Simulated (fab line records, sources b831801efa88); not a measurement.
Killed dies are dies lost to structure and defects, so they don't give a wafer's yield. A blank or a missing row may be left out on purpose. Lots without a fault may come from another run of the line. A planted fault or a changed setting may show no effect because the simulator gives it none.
A struck lot beside a sound one | flow sky130 | 16 steps out of a route of 708
Sound: wafers L374.2, L374.5, L374.6. Struck: wafers L383.1, L383.3, L383.5. The cause comes at the end.
At each step with rows: each side's tool, then ch and its chambers, then its first start. Under that, the readings that differ: sound wafers | struck wafers | difference of the means | sigmas: that difference in standard deviations of wafers without a fault.
alike: readings whose means differ by less than 2 such deviations, and words and numbers that are the same on both sides. not compared: withheld readings, readings that some wafer has no value for, bounds like >300 that may hide the same value, and numbers for which the record gives no deviation and whose values overlap.
The two part at a step that has a row with sigmas, a row that says differs or no value, or rows on one side only. Numbers that don't overlap but have no deviation are shown without sigmas and don't part them. A reading that every wafer of one side lacks parts them only if that side has two wafers or more.

first, 5 steps without rows for these wafers: SKY_SONOS_TUNNEL_COAT_02 (resist thk 1140 nm); SKY_SONOS_TUNNEL_SOFTBAKE_03 (time 60 s); SKY_SONOS_TUNNEL_EXPOSE_04 (exposes mask TUNM, target cd 410 nm); SKY_SONOS_TUNNEL_PEB_05; SKY_SONOS_TUNNEL_DEVELOP_06 (develop time 60 s).
SKY_SONOS_TUNNEL_CD_MEAS_07: target cd 410 nm.
  sound on cd_sem-02, day 13 05:20; struck on cd_sem-02, day 16 03:28
  alike: cd_nm
SKY_SONOS_TUNNEL_OVL_MEAS_08:
  sound on overlay-02, day 13 05:27; struck on overlay-02, day 16 03:35
  alike: SONOS_TUNNEL_OVL
then, 3 steps without rows for these wafers: SKY_SONOS_TUNNEL_IMPLANT_09; SKY_SONOS_TUNNEL_WET_ETCH_10 (etches SiO2 in dHF, target depth 14 nm, time 280 s); SKY_SONOS_TUNNEL_STRIP_11 (strips in SPM, time 600 s).
SKY_SONOS_TUNNEL_TW_MEAS_12:
  sound on film_metro-02, day 13 05:55; struck on film_metro-01, day 16 04:04
  reading         | sound             | struck            | difference | sigmas
  SONOS_TUNNEL_TW | 192.5 193.7 192.4 | 198.1 197.4 197.8 | +4.9       | +2
then, 1 step without rows for these wafers: SKY_SONOS_TUNNEL_CLEAN_13 (cleans in dHF, time 20 s).
SKY_SONOS_ONO_OXIDATION_00: stabilise 600 s, purge 300 s, target thk 2.6 nm.
  sound on furnace-02 ch 0, day 13 06:18; struck on furnace-02 ch 0, day 16 04:08
  reading                                          | sound             | struck            | difference | sigmas
  model.SiO2_of_SONOS_ONO_OXIDATION_00.thk_nm (nm) | 2.578 2.558 2.609 | 3.404 3.409 3.424 | +0.831     |
  alike: ox_temp_c_max, zone_power_centre_pct
SKY_SONOS_ONO_THK_MEAS_01:
  sound on film_metro-01, day 13 07:40; struck on film_metro-03, day 16 05:29
  reading                      | sound          | struck         | difference | sigmas
  SONOS_ONO_OXIDATION_THK (nm) | 2.49 2.55 2.60 | 3.38 3.37 3.48 | +0.86      | +15
then, 1 step without rows for these wafers: SKY_SONOS_ONO_CVD_02 (deposits Si3N4 from DCS/NH3, target thk 10.5 nm, time 180 s).
-- the record jumps here: 33 days lie between the struck wafers' starts before and after (it left off in module SONOS_ONO and takes up again in module PAD_OPEN, whose first step shown is number 708 of the route) --
SKY_PAD_OPEN_PROBE_99:
  sound on prober-01, day 47 07:21; struck on prober-02, day 49 09:49
  reading                                 | sound                   | struck                  | difference | sigmas
  model.etest.sonos_erased.drive_ua_um    | 181.2 182.9 163.9       | 19.27 20.59 19.46       | -156.23    |
  model.etest.sonos_uncharged.r_on_ohm_um | 799.9 811.9 812.8       | 850.1 836.6 863.3       | +41.8      |
  model.etest.sonos_erased.vt_v (V)       | -2.295 -2.26 -2.206     | -0.3711 -0.3938 -0.3771 | +1.8730    |
  model.etest.cap_ono.gate_log10_a_cm2    | -7.846 -8.093 -8.145    | -8.922 -8.804 -8.824    | -0.822     |
  model.etest.cap_ono.gate_bv_v (V)       | 16.45 16.12 16.59       | 17.43 16.82 16.9        | +0.66      |
  model.etest.cap_ono.tox_acc_nm (nm)     | 12.87 12.95 13.06       | 13.66 13.6 13.6         | +0.66      |
  model.etest.sonos_programmed.vt_v (V)   | 1.514 1.401 1.389       | 1.127 1.163 1.19        | -0.275     |
  model.etest.sonos_baked.vt_less_v (V)   | -0.6015 -0.5311 -0.5317 | -0.3099 -0.288 -0.3133  | +0.2510    |
  alike: killed_at_M0_to_M3, killed_at_M4_up, killed_at_contacts, killed_at_front_end, killed_at_other, killed_dies, killed_open, killed_short

WHERE THEY PART
First at SKY_SONOS_TUNNEL_TW_MEAS_12; last, within this record, at SKY_SONOS_ONO_THK_MEAS_01. Later steps at which nothing parts them and some readings are alike: SKY_PAD_OPEN_PROBE_99.

WHY: what the simulator had put in
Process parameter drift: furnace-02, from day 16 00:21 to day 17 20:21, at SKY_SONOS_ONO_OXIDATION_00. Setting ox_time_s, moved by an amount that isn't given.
